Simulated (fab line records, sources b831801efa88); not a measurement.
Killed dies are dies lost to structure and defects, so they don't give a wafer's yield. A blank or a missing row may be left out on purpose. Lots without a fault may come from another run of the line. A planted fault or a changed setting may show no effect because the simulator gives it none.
Problem report in the 8D (eight disciplines) form, filled by code | flow sky130 | the parts of the form that need people (team, actions taken, sign-off) are left out

1. THE PROBLEM
strip_time_to_endpoint_s at SKY_LDD_N_STRIP_16 reads a mean of 4.902 s on 6 wafers of 2 lots; wafers without a fault read 4.315 s with a standard deviation of 0.016. That is +37 standard deviations from the usual mean.
The step: strips in O2/N2.
First seen on wafer L690.1, day 20 19:17, on plasma_asher-04. The record holds 36 wafers of 12 lots with a number at this step. Rule for "out", or "out of limits": more than 4 standard deviations from the usual mean. The other wafers with a number count as sound.

2. WHAT IT IS AND WHAT IT IS NOT
question                    | is                                       | is not
which readings at this step | strip_time_to_endpoint_s, oes_product_au | drypump_motor_current_A
which lots                  | L689, L690                               | L682, L687, L691, L693, L696, L698, L700, L703, L704, L705
which wafers of those lots  | all that have a number                   | -
read on which tools         | plasma_asher-04                          | plasma_asher-01, plasma_asher-03
when                        | from day 20 19:17                        | up to then (6 sound wafers); but 24 sound wafers of L691, L693, L696, L698, L700, L703, L704, L705 came after

3. SUSPECTS, AND WHAT RULES EACH OUT
Counting: a tool at a process step up to the reading stays a suspect if it ran every lot that is out and no sound lot after the first of them.
- litho_track-04 at SKY_LDD_N_COAT_02 (resist thk 300 nm): ruled out as a lasting fault. Sound lots L700, L703 ran on it after its first lot that is out, L690 (day 20 04:05).
- plasma_asher-04 at SKY_LDD_N_STRIP_16 (strips in O2/N2): ruled out as a lasting fault. Sound lots L693, L696, L698, L705 ran on it after its first lot that is out, L690 (day 20 19:17).
Left after counting: nothing in the record.

4. THE CAUSE (what the simulator had put in)
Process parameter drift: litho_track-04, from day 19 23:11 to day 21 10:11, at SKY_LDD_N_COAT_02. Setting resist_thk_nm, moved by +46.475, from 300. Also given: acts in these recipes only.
Counting ruled it out, wrongly: the rule takes a fault to strike every lot that its tool runs from its start on, and this one did not.

5. THE CHAIN OF EFFECTS, in route order
Each row: a reading whose mean over the struck wafers that have a number lies more than 3 standard deviations from the usual. Only readings for which the record gives a usual standard deviation are gone through. hours: the time from each lot's start at the first step in this table that gives one to its start at this step, as a median over the lots. sigmas: the change in usual standard deviations.
hours | step               | reading                  | usual      | on struck wafers | change | sigmas
0     | SKY_LDD_N_STRIP_16 | oes_product_au           | 0.407 a.u. | 0.430            | +0.023 | +5.1
0     | SKY_LDD_N_STRIP_16 | strip_time_to_endpoint_s | 4.315 s    | 4.902            | +0.587 | +37
The process steps in it:
- SKY_LDD_N_STRIP_16: strips in O2/N2.
Later measuring or inspecting steps at which every struck wafer that the step has a row for has a number for every such reading, and none has moved that far: SKY_LDD_P_TW_MEAS_11.

6. WHAT WOULD HAVE CAUGHT IT SOONER
In this record the first reading out of limits was taken at day 20 19:17, 20 hours after the fault began at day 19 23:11.
